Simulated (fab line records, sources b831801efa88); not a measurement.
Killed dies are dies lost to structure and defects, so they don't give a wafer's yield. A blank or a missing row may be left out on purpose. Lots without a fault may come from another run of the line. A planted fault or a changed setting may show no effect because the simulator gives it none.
A struck lot beside a sound one | flow sky130 | 31 steps out of a route of 708
Sound: wafers L859.1, L859.5, L859.6. Struck: wafers L865.1, L865.5, L865.6. The cause comes at the end.
At each step with rows: each side's tool, then ch and its chambers, then its first start. Under that, the readings that differ: sound wafers | struck wafers | difference of the means | sigmas: that difference in standard deviations of wafers without a fault.
alike: readings whose means differ by less than 2 such deviations, and words and numbers that are the same on both sides. not compared: withheld readings, readings that some wafer has no value for, bounds like >300 that may hide the same value, and numbers for which the record gives no deviation and whose values overlap.
The two part at a step that has a row with sigmas, a row that says differs or no value, or rows on one side only. Numbers that don't overlap but have no deviation are shown without sigmas and don't part them. A reading that every wafer of one side lacks parts them only if that side has two wafers or more.

SKY_LI_CONTACT_OVL_MEAS_13:
  sound on overlay-02, day 30 04:15; struck on overlay-02, day 31 04:19
  alike: LI_CONTACT_OVL
then, 1 step without rows for these wafers: SKY_LI_CONTACT_ETCH_14 (etches BARC in N2/H2, stops on SiO2, time 45.9 s, target depth 60 nm).
SKY_LI_CONTACT_ETCH_15: etches PSG in C4F8/O2/Ar, stops on Si, target depth 600 nm.
  sound on rie_diel-03 ch 1,2,3, day 30 04:20; struck on rie_diel-02 ch 1,3, day 31 04:24
  alike: oes_product_au
then, 4 steps without rows for these wafers: SKY_LI_CONTACT_STRIP_16 (strips in O2/N2); SKY_LI_CONTACT_CLEAN_17 (cleans in NMP, time 600 s); SKY_LI_CONTACT_PRE_CLEAN_18 (time 5.6 s); SKY_LI_CONTACT_SPUTTER_19 (material Ti, target thk 20 nm, time 106.37 s).
SKY_LI_CONTACT_SPUTTER_20: material TiN, target thk 20 nm, time 80 s.
  sound on pvd_sputter-03, day 30 04:47; struck on pvd_sputter-04, day 31 04:52
  alike: throttle_valve_pct
SKY_LI_CONTACT_CVD_21: deposits W, target thk 400 nm, time 120.56 s.
  sound on cvd_w-02 ch 0,1, day 30 04:50; struck on cvd_w-02 ch 0,1, day 31 04:55
  alike: heater_power_w
SKY_LI_CONTACT_RS_MEAS_22: measures by four-point-probe.
  sound on film_metro-04, day 30 05:01; struck on film_metro-04, day 31 05:02
  alike: LI_CONTACT_W_RS
SKY_LI_CONTACT_THK_MEAS_23: measures by xrf.
  sound on film_metro-04, day 30 05:08; struck on film_metro-04, day 31 05:10
  alike: LI_CONTACT_W_THK
SKY_LI_CONTACT_CMP_24: polishes, stops on PSG, t overpolish 20 s, target thk 0 nm.
  sound on cmp-01 ch 1,2, day 30 05:15; struck on cmp-01 ch 0,3, day 31 05:13
  alike: motor_current_A, overpolish_run_s, time_to_endpoint_s
SKY_LOCAL_INTERCONNECT_SPUTTER_00: material TiN, target thk 100 nm, time 83.3 s.
  sound on pvd_sputter-03, day 30 05:30; struck on pvd_sputter-02, day 31 05:31
  reading                                                | sound             | struck            | difference | sigmas
  model.TiN_of_LOCAL_INTERCONNECT_SPUTTER_00.thk_nm (nm) | 98.46 99.67 99.79 | 101.4 101.4 102.5 | +2.5       |
  alike: throttle_valve_pct
SKY_LOCAL_INTERCONNECT_RS_MEAS_01: measures by four-point-probe.
  sound on film_metro-02, day 30 05:34; struck on film_metro-02, day 31 05:35
  reading                            | sound             | struck            | difference | sigmas
  LOCAL_INTERCONNECT_TIN_RS (ohm/sq) | 14.32 14.16 14.16 | 13.92 13.91 13.75 | -0.35      | -3
SKY_LOCAL_INTERCONNECT_THK_MEAS_02: measures by xrf.
  sound on film_metro-02, day 30 05:41; struck on film_metro-02, day 31 05:43
  reading                         | sound          | struck            | difference | sigmas
  LOCAL_INTERCONNECT_TIN_THK (nm) | 98.4 99.1 99.3 | 101.1 100.8 102.0 | +2.4       | +2
then, 8 steps without rows for these wafers: SKY_LOCAL_INTERCONNECT_DEHYDRATE_03 (time 60 s); SKY_LOCAL_INTERCONNECT_HMDS_04 (prime time 60 s); SKY_LOCAL_INTERCONNECT_COAT_05 (resist thk 60 nm); SKY_LOCAL_INTERCONNECT_COAT_06 (resist thk 450 nm); SKY_LOCAL_INTERCONNECT_SOFTBAKE_07 (time 90 s); SKY_LOCAL_INTERCONNECT_EXPOSE_08 (exposes mask LI1M, target cd 170 nm); SKY_LOCAL_INTERCONNECT_PEB_09; SKY_LOCAL_INTERCONNECT_DEVELOP_10 (develop time 60 s).
SKY_LOCAL_INTERCONNECT_CD_MEAS_11: target cd 170 nm.
  sound on cd_sem-02, day 31 09:38; struck on cd_sem-01, day 32 09:17
  alike: cd_nm
SKY_LOCAL_INTERCONNECT_OVL_MEAS_12:
  sound on overlay-01, day 31 09:45; struck on overlay-01, day 32 09:24
  alike: LOCAL_INTERCONNECT_OVL
then, 1 step without rows for these wafers: SKY_LOCAL_INTERCONNECT_ETCH_13 (etches BARC in N2/H2, stops on SiO2, time 45.9 s, target depth 60 nm).
SKY_LOCAL_INTERCONNECT_METAL_ETCH_14: etches TiN in Cl2/BCl3, stops on PSG, target depth 110 nm, time 31.4 s.
  sound on rie_metal-01 ch 0,1, day 31 09:51; struck on rie_metal-01 ch 0,1, day 32 09:30
  reading                                        | sound             | struck            | difference | sigmas
  model.LOCAL_INTERCONNECT.feature_depth_nm (nm) | 98.46 99.67 99.79 | 101.4 101.4 102.5 | +2.5       |
  model.etch.depth_nm (nm)                       | 98.46 99.67 99.79 | 101.4 101.4 102.5 | +2.5       |
  alike: drypump_motor_current_A, oes_product_au, throttle_valve_pct
  not compared: rf_hours_counter_h
SKY_LOCAL_INTERCONNECT_STRIP_15: strips in O2/N2.
  sound on plasma_asher-03 ch 0,1, day 31 09:54; struck on plasma_asher-03 ch 0,1, day 32 09:33
  alike: drypump_motor_current_A, oes_product_au, strip_time_to_endpoint_s
  not compared: rf_hours_counter_h
SKY_LOCAL_INTERCONNECT_STRIP_16: strips in post etch residue remover, time 1200 s.
  sound on wet_bench-04 ch 0, day 31 10:00; struck on wet_bench-01 ch 2, day 32 09:39
  reading                                                | sound             | struck        | difference | sigmas
  model.TiN_of_LOCAL_INTERCONNECT_SPUTTER_00.thk_nm (nm) | 98.04 99.25 99.37 | 101 101 102.1 | +2         |
then, 1 step without rows for these wafers: SKY_LOCAL_INTERCONNECT_CLEAN_17 (cleans in IPA, time 180 s).
-- the record jumps here: 15 days lie between the struck wafers' starts before and after (it left off in module LOCAL_INTERCONNECT and takes up again in module PAD_OPEN, whose first step shown is number 708 of the route) --
SKY_PAD_OPEN_PROBE_99:
  sound on prober-01, day 46 11:46; struck on prober-01, day 47 07:21
  reading                        | sound             | struck            | difference | sigmas
  model.etest.res_li.line_ohm_um | 75.53 74.4 74.79  | 73.59 73.62 73.28 | -1.41      |
  model.etest.res_li.rs_ohm_sq   | 12.97 12.71 12.83 | 12.53 12.62 12.51 | -0.28      |
  alike: killed_at_M0_to_M3, killed_at_M4_up, killed_at_contacts, killed_at_front_end, killed_at_other, killed_dies, killed_open, killed_short

WHERE THEY PART
First at SKY_LOCAL_INTERCONNECT_RS_MEAS_01; last, within this record, at SKY_LOCAL_INTERCONNECT_THK_MEAS_02. Later steps at which nothing parts them and some readings are alike: SKY_LOCAL_INTERCONNECT_CD_MEAS_11, SKY_LOCAL_INTERCONNECT_OVL_MEAS_12, SKY_LOCAL_INTERCONNECT_METAL_ETCH_14, SKY_LOCAL_INTERCONNECT_STRIP_15, SKY_PAD_OPEN_PROBE_99.

WHY: what the simulator had put in
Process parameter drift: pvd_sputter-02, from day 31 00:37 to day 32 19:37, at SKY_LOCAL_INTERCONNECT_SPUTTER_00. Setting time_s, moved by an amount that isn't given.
